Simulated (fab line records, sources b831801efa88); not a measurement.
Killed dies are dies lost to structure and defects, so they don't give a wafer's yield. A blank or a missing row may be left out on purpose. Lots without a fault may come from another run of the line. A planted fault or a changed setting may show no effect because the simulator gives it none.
A struck lot beside a sound one | flow sky130 | 44 steps out of a route of 708
Sound: wafers L113.1, L113.4, L113.6. Struck: wafers L128.1, L128.2, L128.4. The cause comes at the end.
At each step with rows: each side's tool, then ch and its chambers, then its first start. Under that, the readings that differ: sound wafers | struck wafers | difference of the means | sigmas: that difference in standard deviations of wafers without a fault.
alike: readings whose means differ by less than 2 such deviations, and words and numbers that are the same on both sides. not compared: withheld readings, readings that some wafer has no value for, bounds like >300 that may hide the same value, and numbers for which the record gives no deviation and whose values overlap.
The two part at a step that has a row with sigmas, a row that says differs or no value, or rows on one side only. Numbers that don't overlap but have no deviation are shown without sigmas and don't part them. A reading that every wafer of one side lacks parts them only if that side has two wafers or more.

first, 5 steps without rows for these wafers: SKY_FIELD_ISO_WET_ETCH_18 (etches Si3N4 in H3PO4, target depth 25 nm, time 286 s); SKY_FIELD_ISO_CLEAN_19 (cleans in SC1/SC2, time 150 s); SKY_FIELD_ISO_CLEAN_20 (cleans in dHF, time 20 s); SKY_FIELD_ISO_WET_ETCH_21 (etches SiO2 in dHF, target depth 20 nm, time 400 s); SKY_FIELD_ISO_OXIDATION_22 (stabilise 600 s, purge 300 s, target thk 10 nm).
SKY_FIELD_ISO_THK_MEAS_23:
  sound on film_metro-03, day 2 22:16; struck on film_metro-02, day 6 05:42
  alike: FIELD_ISO_OXIDATION_01_THK
then, 1 step without rows for these wafers: SKY_FIELD_ISO_CVD_24 (deposits SiO2, target thk 595 nm, time 99.2 s).
SKY_FIELD_ISO_THK_MEAS_25:
  sound on film_metro-04, day 2 22:23; struck on film_metro-02, day 6 05:50
  alike: FIELD_ISO_CVD_24_THK
then, 1 step without rows for these wafers: SKY_FIELD_ISO_ANNEAL_26 (time 1800 s).
SKY_FIELD_ISO_CMP_27: polishes, stops on Si3N4, t overpolish 16 s, target thk 457.8 nm.
  sound on cmp-01 ch 1,3, day 3 00:27; struck on cmp-01 ch 0,1,3, day 6 10:13
  alike: head_pressure_psi, motor_current_A, overpolish_run_s, time_to_endpoint_s
then, 2 steps without rows for these wafers: SKY_FIELD_ISO_WET_ETCH_28 (etches SiO2 in dHF, target depth 23.7 nm, time 47 s); SKY_FIELD_ISO_WET_ETCH_29 (etches Si3N4 in H3PO4, target depth 160 nm, time 1825 s).
SKY_FIELD_ISO_WET_ETCH_30: etches SiO2 in dHF, target depth 25 nm, time 50 s.
  sound on wet_bench-04 ch 1, day 3 01:17; struck on wet_bench-02 ch 3, day 6 11:03
  reading                                    | sound             | struck            | difference | sigmas
  bath_heat_duty_pct (%)                     | 7.2 7.7 7.7       | 25.0 26.8 25.9    | +18.4      | +20
  temp_c (C)                                 | 25.11 24.99 24.94 | 39.98 39.85 39.81 | +14.87     | +99 or more
  model.SiO2_of_FIELD_ISO_CVD_24.thk_nm (nm) | 407.2 407.2 407.3 | 385.4 387.1 385.9 | -21.1      |
then, 2 steps without rows for these wafers: SKY_NWELL_CLEAN_00 (cleans in SC1/SC2, time 150 s); SKY_NWELL_OXIDATION_01 (stabilise 600 s, purge 300 s, target thk 10 nm).
SKY_NWELL_THK_MEAS_02:
  sound on film_metro-04, day 3 04:12; struck on film_metro-04, day 6 12:40
  reading                  | sound          | struck            | difference | sigmas
  NWELL_OXIDATION_THK (nm) | 9.82 9.87 9.72 | 10.14 10.19 10.16 | +0.36      | +2
then, 8 steps without rows for these wafers: SKY_DNWELL_DEHYDRATE_00 (time 60 s); SKY_DNWELL_HMDS_01 (prime time 60 s); SKY_DNWELL_COAT_02 (resist thk 3000 nm); SKY_DNWELL_SOFTBAKE_03; SKY_DNWELL_EXPOSE_04 (exposes mask DNM, target cd 3000 nm); SKY_DNWELL_PEB_05; SKY_DNWELL_DEVELOP_06 (develop time 60 s); SKY_DNWELL_IMPLANT_07.
SKY_DNWELL_STRIP_08: strips in O2/N2.
  sound on plasma_asher-02 ch 0, day 3 20:29; struck on plasma_asher-04 ch 0,1, day 7 11:39
  alike: chamber_pressure_mTorr, drypump_motor_current_A, oes_product_au, strip_time_to_endpoint_s
  not compared: rf_hours_counter_h
SKY_DNWELL_TW_MEAS_09:
  sound on film_metro-01, day 3 20:35; struck on film_metro-04, day 7 11:45
  alike: DNWELL_TW
then, 7 steps without rows for these wafers: SKY_PWDE_DEHYDRATE_00 (time 60 s); SKY_PWDE_HMDS_01 (prime time 60 s); SKY_PWDE_COAT_02 (resist thk 3000 nm); SKY_PWDE_SOFTBAKE_03; SKY_PWDE_EXPOSE_04 (exposes mask PWDEM, target cd 840 nm); SKY_PWDE_PEB_05; SKY_PWDE_DEVELOP_06 (develop time 60 s).
SKY_PWDE_OVL_MEAS_07:
  sound on overlay-02, day 4 13:38; struck on overlay-02, day 8 08:12
  alike: PWDE_OVL
then, 1 step without rows for these wafers: SKY_PWDE_IMPLANT_08.
SKY_PWDE_STRIP_09: strips in O2/N2.
  sound on plasma_asher-04 ch 0,1, day 4 13:49; struck on plasma_asher-04 ch 0,1, day 8 08:23
  alike: chamber_pressure_mTorr, drypump_motor_current_A, oes_product_au, strip_time_to_endpoint_s
  not compared: rf_hours_counter_h
SKY_PWDE_TW_MEAS_10:
  sound on film_metro-04, day 4 13:55; struck on film_metro-03, day 8 08:29
  alike: PWDE_TW
then, 5 steps without rows for these wafers: SKY_NWELL_DEHYDRATE_03 (time 60 s); SKY_NWELL_HMDS_04 (prime time 60 s); SKY_NWELL_COAT_05 (resist thk 3000 nm); SKY_NWELL_SOFTBAKE_06; SKY_NWELL_EXPOSE_07 (exposes mask NWM, target cd 840 nm).
-- the record jumps here: 26 days lie between the struck wafers' starts before and after (it left off in module NWELL and takes up again in module SALICIDE, whose first step shown is number 361 of the route) --
SKY_SALICIDE_CLEAN_00: cleans in HF-last, time 30 s.
  sound on wet_bench-03 ch 1, day 29 00:47; struck on wet_bench-02 ch 0, day 34 06:35
  reading                                    | sound             | struck            | difference | sigmas
  model.SiO2_of_FIELD_ISO_CVD_24.thk_nm (nm) | 360.9 361.2 361.2 | 338.9 340.5 339.5 | -21.5      |
-- the record jumps here: 16 days lie between the struck wafers' starts before and after (it left off in module SALICIDE and takes up again in module PAD_OPEN, whose first step shown is number 708 of the route) --
SKY_PAD_OPEN_PROBE_99:
  sound on prober-02, day 46 16:39; struck on prober-01, day 50 10:03
  reading                               | sound                         | struck                        | difference | sigmas
  model.etest.pfet_16v.r_on_ohm_um      | 1.562e+04 1.517e+04 1.549e+04 | 1.423e+04 1.457e+04 1.439e+04 | -1.030e+03 |
  model.etest.res_iso_pwell.rs_ohm_sq   | 3084 2942 2999                | 2576 2652 2682                | -372       |
  model.etest.res_iso_pwell.line_ohm_um | 1172 1112 1135                | 970 994.3 1010                | -148       |
  model.etest.res_nwell.rs_ohm_sq       | 952.1 941.5 946.1             | 878.6 898 900.6               | -54.2      |
  model.etest.pfet_16v.drive_ua_um      | 240.8 247.1 237.3             | 256.5 252.5 253               | +12.3      |
  model.etest.cap_li_to_poly.c_af_um2   | 98.6 99.69 100.2              | 94.84 93.05 91.52             | -6.36      |
  alike: killed_at_M0_to_M3, killed_at_M4_up, killed_at_contacts, killed_at_front_end, killed_at_other, killed_dies, killed_on_rim, killed_open, killed_short
  not compared: model.etest.res_p_drift_20v.line_ohm_um, model.etest.res_p_drift_20v.rs_ohm_sq

WHERE THEY PART
First at SKY_FIELD_ISO_WET_ETCH_30; last, within this record, at SKY_NWELL_THK_MEAS_02. Later steps at which nothing parts them and some readings are alike: SKY_DNWELL_STRIP_08, SKY_DNWELL_TW_MEAS_09, SKY_PWDE_OVL_MEAS_07, SKY_PWDE_STRIP_09, SKY_PWDE_TW_MEAS_10, SKY_PAD_OPEN_PROBE_99.

WHY: what the simulator had put in
Process parameter drift: wet_bench-02, from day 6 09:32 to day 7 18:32, at SKY_FIELD_ISO_WET_ETCH_30. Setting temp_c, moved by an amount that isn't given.
